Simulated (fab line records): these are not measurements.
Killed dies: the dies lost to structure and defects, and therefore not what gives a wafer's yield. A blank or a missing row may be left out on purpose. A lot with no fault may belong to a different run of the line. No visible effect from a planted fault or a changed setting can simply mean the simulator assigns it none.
What tool caused it? || flow sky130 || Sampling: 10 lots, 30 wafers, 5 of 708 route steps

## WHAT THE GAUGES READ, wafer by wafer
SKY_SD_N_TW_MEAS_12. Usual: for SD_N_TW the level is 3977 and the standard deviation is 30.
{"lot": "L814", "measured": "day 27 20:07", "on": "film_metro-01", "SD_N_TW": "3969 3992 3987", "flag": ""}
{"lot": "L815", "measured": "day 28 18:44", "on": "film_metro-02", "SD_N_TW": "3939 3959 3912", "flag": ""}
{"lot": "L822", "measured": "day 31 01:28", "on": "film_metro-01", "SD_N_TW": "4004 3980 3990", "flag": ""}
{"lot": "L825", "measured": "day 31 23:50", "on": "film_metro-02", "SD_N_TW": "3916 3929 3909", "flag": ""}
{"lot": "L831", "measured": "day 35 00:16", "on": "film_metro-04", "SD_N_TW": "3997 4006 3954", "flag": ""}
{"lot": "L832", "measured": "day 35 04:38", "on": "film_metro-02", "SD_N_TW": "3974 3965 3958", "flag": ""}
{"lot": "L833", "measured": "day 35 10:46", "on": "film_metro-01", "SD_N_TW": "3973 3935 3948", "flag": ""}
{"lot": "L834", "measured": "day 35 14:20", "on": "film_metro-02", "SD_N_TW": "3937 3936 3951", "flag": ""}
{"lot": "L835", "measured": "day 35 21:55", "on": "film_metro-04", "SD_N_TW": "4009 4023 4028", "flag": ""}
{"lot": "L837", "measured": "day 36 01:18", "on": "film_metro-04", "SD_N_TW": "3984 4002 3996", "flag": ""}

SKY_LI_CONTACT_RS_MEAS_22: measurement is done with a four-point probe. Usual: for LI_CONTACT_W_RS the level is 0.290 ohm/sq and the standard deviation is 0.0031.
{"lot": "L814", "measured": "day 29 04:02", "on": "film_metro-01", "LI_CONTACT_W_RS (ohm/sq)": "0.284 0.286 0.283", "flag": ""}
{"lot": "L815", "measured": "day 30 01:07", "on": "film_metro-04", "LI_CONTACT_W_RS (ohm/sq)": "0.297 0.293 0.293", "flag": ""}
{"lot": "L822", "measured": "day 32 07:10", "on": "film_metro-02", "LI_CONTACT_W_RS (ohm/sq)": "0.259 0.259 0.293 0.260 0.260 0.293", "flag": "OFF"}
{"lot": "L825", "measured": "day 33 07:02", "on": "film_metro-04", "LI_CONTACT_W_RS (ohm/sq)": "0.291 0.258 0.255 0.291 0.258 0.255", "flag": "OFF"}
{"lot": "L831", "measured": "day 36 04:18", "on": "film_metro-02", "LI_CONTACT_W_RS (ohm/sq)": "0.288 0.292 0.286", "flag": ""}
{"lot": "L832", "measured": "day 36 09:35", "on": "film_metro-02", "LI_CONTACT_W_RS (ohm/sq)": "0.289 0.291 0.288", "flag": ""}
{"lot": "L833", "measured": "day 36 15:17", "on": "film_metro-02", "LI_CONTACT_W_RS (ohm/sq)": "0.290 0.288 0.290", "flag": ""}
{"lot": "L834", "measured": "day 36 18:13", "on": "film_metro-02", "LI_CONTACT_W_RS (ohm/sq)": "0.285 0.288 0.290", "flag": ""}
{"lot": "L835", "measured": "day 37 01:54", "on": "film_metro-01", "LI_CONTACT_W_RS (ohm/sq)": "0.291 0.294 0.288", "flag": ""}
{"lot": "L837", "measured": "day 37 04:59", "on": "film_metro-02", "LI_CONTACT_W_RS (ohm/sq)": "0.288 0.286 0.288", "flag": ""}

SKY_LI_CONTACT_THK_MEAS_23: measures by xrf. Usual: for LI_CONTACT_W_THK the level is 386 nm and the standard deviation is 4.5.
{"lot": "L814", "measured": "day 29 04:10", "on": "film_metro-01", "LI_CONTACT_W_THK (nm)": "395 392 399", "flag": ""}
{"lot": "L815", "measured": "day 30 01:14", "on": "film_metro-04", "LI_CONTACT_W_THK (nm)": "376 378 382", "flag": ""}
{"lot": "L822", "measured": "day 32 08:45", "on": "film_metro-02", "LI_CONTACT_W_THK (nm)": "436 434 387 433 433 387", "flag": "OFF"}
{"lot": "L825", "measured": "day 33 09:45", "on": "film_metro-04", "LI_CONTACT_W_THK (nm)": "386 435 439 387 435 437", "flag": "OFF"}
{"lot": "L831", "measured": "day 36 04:25", "on": "film_metro-02", "LI_CONTACT_W_THK (nm)": "387 384 388", "flag": ""}
{"lot": "L832", "measured": "day 36 09:43", "on": "film_metro-02", "LI_CONTACT_W_THK (nm)": "385 382 385", "flag": ""}
{"lot": "L833", "measured": "day 36 15:25", "on": "film_metro-02", "LI_CONTACT_W_THK (nm)": "384 384 383", "flag": ""}
{"lot": "L834", "measured": "day 36 18:19", "on": "film_metro-02", "LI_CONTACT_W_THK (nm)": "389 387 381", "flag": ""}
{"lot": "L835", "measured": "day 37 01:59", "on": "film_metro-01", "LI_CONTACT_W_THK (nm)": "383 385 388", "flag": ""}
{"lot": "L837", "measured": "day 37 05:05", "on": "film_metro-02", "LI_CONTACT_W_THK (nm)": "391 391 387", "flag": ""}

## TOOL THAT RAN EACH LOT (tool first, then ch and the chambers of the sampled wafers, then the start)
{"lot": "L814", "SKY_SD_N_RTA_14": "rtp_anneal-01 ch 0, day 27 20:14", "SKY_LI_CONTACT_CVD_21": "cvd_w-02 ch 0,1, day 29 03:55"}
{"lot": "L815", "SKY_SD_N_RTA_14": "rtp_anneal-02 ch 0, day 28 18:51", "SKY_LI_CONTACT_CVD_21": "cvd_w-01 ch 0,1, day 30 00:59"}
{"lot": "L822", "SKY_SD_N_RTA_14": "rtp_anneal-01 ch 0, day 31 01:35", "SKY_LI_CONTACT_CVD_21": "cvd_w-01 ch 1, day 32 07:01"}
{"lot": "L825", "SKY_SD_N_RTA_14": "rtp_anneal-01 ch 0, day 31 23:57", "SKY_LI_CONTACT_CVD_21": "cvd_w-01 ch 0,1, day 33 06:54"}
{"lot": "L831", "SKY_SD_N_RTA_14": "rtp_anneal-02 ch 0, day 35 00:22", "SKY_LI_CONTACT_CVD_21": "cvd_w-02 ch 1, day 36 04:03"}
{"lot": "L832", "SKY_SD_N_RTA_14": "rtp_anneal-02 ch 0, day 35 04:45", "SKY_LI_CONTACT_CVD_21": "cvd_w-02 ch 1, day 36 09:20"}
{"lot": "L833", "SKY_SD_N_RTA_14": "rtp_anneal-01 ch 0, day 35 10:52", "SKY_LI_CONTACT_CVD_21": "cvd_w-02 ch 1, day 36 15:02"}
{"lot": "L834", "SKY_SD_N_RTA_14": "rtp_anneal-02 ch 0, day 35 14:27", "SKY_LI_CONTACT_CVD_21": "cvd_w-02 ch 0,1, day 36 18:04"}
{"lot": "L835", "SKY_SD_N_RTA_14": "rtp_anneal-02 ch 0, day 35 22:02", "SKY_LI_CONTACT_CVD_21": "cvd_w-01 ch 0,1, day 37 01:46"}
{"lot": "L837", "SKY_SD_N_RTA_14": "rtp_anneal-01 ch 0, day 36 01:25", "SKY_LI_CONTACT_CVD_21": "cvd_w-02 ch 1, day 37 04:50"}
- SKY_SD_N_RTA_14: time 2 s.
- SKY_LI_CONTACT_CVD_21: deposits W, target thk 400 nm, time 120.56 s.

## AS READ BY THE TOOLS THEMSELVES (means over the sampled wafers that have a number; for cases with no such wafer, the mark the record gives instead)
SKY_SD_N_RTA_14. Usual: anneal_temp_c_max 1081.6, standard deviation 2; lamp_power_pct 15.73 %, standard deviation 0.057; wafer_temp_C_max 1078.0, standard deviation 1.3.
{"lot": "L814", "tool": "rtp_anneal-01", "anneal_temp_c_max": 1080.0, "lamp_power_pct (%)": 15.72, "wafer_temp_C_max": 1076.9, "flag": ""}
{"lot": "L815", "tool": "rtp_anneal-02", "anneal_temp_c_max": 1081.8, "lamp_power_pct (%)": 15.71, "wafer_temp_C_max": 1078.0, "flag": ""}
{"lot": "L822", "tool": "rtp_anneal-01", "anneal_temp_c_max": 1079.5, "lamp_power_pct (%)": 15.76, "wafer_temp_C_max": 1077.2, "flag": ""}
{"lot": "L825", "tool": "rtp_anneal-01", "anneal_temp_c_max": 1079.4, "lamp_power_pct (%)": 15.66, "wafer_temp_C_max": 1078.2, "flag": ""}
{"lot": "L831", "tool": "rtp_anneal-02", "anneal_temp_c_max": 1084.4, "lamp_power_pct (%)": 15.78, "wafer_temp_C_max": 1077.5, "flag": ""}
{"lot": "L832", "tool": "rtp_anneal-02", "anneal_temp_c_max": 1082.1, "lamp_power_pct (%)": 15.75, "wafer_temp_C_max": 1078.7, "flag": ""}
{"lot": "L833", "tool": "rtp_anneal-01", "anneal_temp_c_max": 1078.9, "lamp_power_pct (%)": 15.71, "wafer_temp_C_max": 1078.8, "flag": ""}
{"lot": "L834", "tool": "rtp_anneal-02", "anneal_temp_c_max": 1083.9, "lamp_power_pct (%)": 15.71, "wafer_temp_C_max": 1076.9, "flag": ""}
{"lot": "L835", "tool": "rtp_anneal-02", "anneal_temp_c_max": 1084.8, "lamp_power_pct (%)": 15.68, "wafer_temp_C_max": 1077.1, "flag": ""}
{"lot": "L837", "tool": "rtp_anneal-01", "anneal_temp_c_max": 1080.0, "lamp_power_pct (%)": 15.76, "wafer_temp_C_max": 1078.4, "flag": ""}

SKY_LI_CONTACT_CVD_21. Usual: heater_power_w reads 783 W (standard deviation 53).
{"lot": "L814", "tool": "cvd_w-02", "heater_power_w (W)": 799, "flag": ""}
{"lot": "L815", "tool": "cvd_w-01", "heater_power_w (W)": 765, "flag": ""}
{"lot": "L822", "tool": "cvd_w-01", "heater_power_w (W)": 793, "flag": ""}
{"lot": "L825", "tool": "cvd_w-01", "heater_power_w (W)": 771, "flag": ""}
{"lot": "L831", "tool": "cvd_w-02", "heater_power_w (W)": 843, "flag": ""}
{"lot": "L832", "tool": "cvd_w-02", "heater_power_w (W)": 828, "flag": ""}
{"lot": "L833", "tool": "cvd_w-02", "heater_power_w (W)": 844, "flag": ""}
{"lot": "L834", "tool": "cvd_w-02", "heater_power_w (W)": 789, "flag": ""}
{"lot": "L835", "tool": "cvd_w-01", "heater_power_w (W)": 759, "flag": ""}
{"lot": "L837", "tool": "cvd_w-02", "heater_power_w (W)": 866, "flag": ""}

## THE ANSWER, worked out from the rows above alone
Rule: lot off if the mean of its wafers having a number is beyond 3 standard deviations from the usual mean. A lot without any number at a reading at which 4 lots or more have one is off too. Where the step has rows for the other lots, those lots are counted as sound. First the gauges in route order, then the tools' own readings, where a lot's mean is used as printed above. The first step at which some lot is off is used, and at that step the reading that is off furthest; a lot without a number counts as furthest.
Off: at SKY_LI_CONTACT_RS_MEAS_22 (LI_CONTACT_W_RS), L822, L825.
A tool fits if, at a process step before that reading, it ran every lot that is off, and no sound lot after the first of them. Gauges at SKY_LI_CONTACT_RS_MEAS_22: tried the same way as those tools. None of those tried fits.

## WHAT THE SIMULATOR HAD INSERTED
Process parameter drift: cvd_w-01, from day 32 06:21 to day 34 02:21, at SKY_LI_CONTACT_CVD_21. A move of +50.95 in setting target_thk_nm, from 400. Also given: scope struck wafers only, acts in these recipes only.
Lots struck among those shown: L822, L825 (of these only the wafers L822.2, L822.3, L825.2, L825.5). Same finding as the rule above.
